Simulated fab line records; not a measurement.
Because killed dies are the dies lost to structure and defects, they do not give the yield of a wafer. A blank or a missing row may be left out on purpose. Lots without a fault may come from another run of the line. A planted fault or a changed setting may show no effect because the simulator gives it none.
Code-filled problem report in 8D (eight disciplines) form ; flow sky130 ; the parts of the form that need people (team, actions taken, sign-off) are left out

1. WHAT WENT WRONG
Wafers without a fault read 801.2 C, standard deviation 1.3; spike tc lower C at SKY_GATE_OXIDE_OXIDATION_16 reads a mean of 764.3 C on 6 wafers belonging to 2 lots. Relative to the usual mean, that is a shift of -28 standard deviations.
The step: stabilise 600 s, purge 300 s, target thk 3.57 nm.
The first sign was on wafer L960.2 at day 18 14:29, on furnace-02. At this step, 36 wafers from 12 lots have a number in the record. By rule, "out" or "out of limits" means more than 4 standard deviations away from the usual mean. The rest of the wafers with a number are treated as sound.

2. WHAT IT IS; WHAT IT IS NOT
question;is;is not
which readings at this step;spike tc lower C, zone power centre pct, zone power lower pct;-
which lots;L960, L962;L948, L949, L950, L951, L952, L954, L955, L958, L961, L967
which wafers of those lots;all that have a number;-
read on which tools;furnace-02;furnace-01
when;from day 18 14:29;"up to then (24 sound wafers); but 6 sound wafers of L961, L967 came after"

3. WHAT RULES OUT EACH SUSPECT
Counting: a tool stays on the suspect list if, at a process step up to the reading, it processed all lots that are out and no sound lot following the first of them.
- furnace-02 at SKY_GATE_OXIDE_OXIDATION_16 (stabilise 600 s, purge 300 s, target thk 3.57 nm): kept. It processed each lot that is out, first L960 at day 18 14:29, and no sound lot thereafter; up to then, the last sound lot it processed was L955 at day 16 11:55. On those wafers its own readings are out: spike tc lower C, zone power centre pct, zone power lower pct.
Left after counting: furnace-02 at SKY_GATE_OXIDE_OXIDATION_16.

4. THE CAUSE (what the simulator had put in)
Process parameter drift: furnace-02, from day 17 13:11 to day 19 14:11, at SKY_GATE_OXIDE_OXIDATION_16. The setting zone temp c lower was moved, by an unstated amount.
Counting left only this tool.

5. THE EFFECT CHAIN, in route order
One row per reading whose mean, taken over the struck wafers that have a number, lies over 3 standard deviations from the usual. Scope: only readings with a usual standard deviation given in the record; hours: median across lots of the time from each lot's start at the first step in this table that gives one to its start at this step; sigmas: change in usual standard deviations.
hours;step;reading;usual;on struck wafers;change;sigmas
0;SKY_GATE_OXIDE_OXIDATION_16;spike tc bottom C;818.6 C;825.8;+7.2;+3.6
0;SKY_GATE_OXIDE_OXIDATION_16;spike tc centre C;800.5 C;805.4;+4.9;+4.4
0;SKY_GATE_OXIDE_OXIDATION_16;spike tc lower C;801.2 C;764.3;-36.9;-28
0;SKY_GATE_OXIDE_OXIDATION_16;zone power bottom pct;24.1 %;28.1;+4.0;+4.1
0;SKY_GATE_OXIDE_OXIDATION_16;zone power centre pct;15.2 %;21.4;+6.2;+8.1
0;SKY_GATE_OXIDE_OXIDATION_16;zone power lower pct;13.7 %;2.7;-11.0;-6.9
Its process steps:
- SKY_GATE_OXIDE_OXIDATION_16: stabilise 600 s, purge 300 s, target thk 3.57 nm.

6. WHAT WOULD HAVE CAUGHT IT SOONER
The fault began at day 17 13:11; the first out-of-limits reading in this record came at day 18 14:29, 25 hours later.
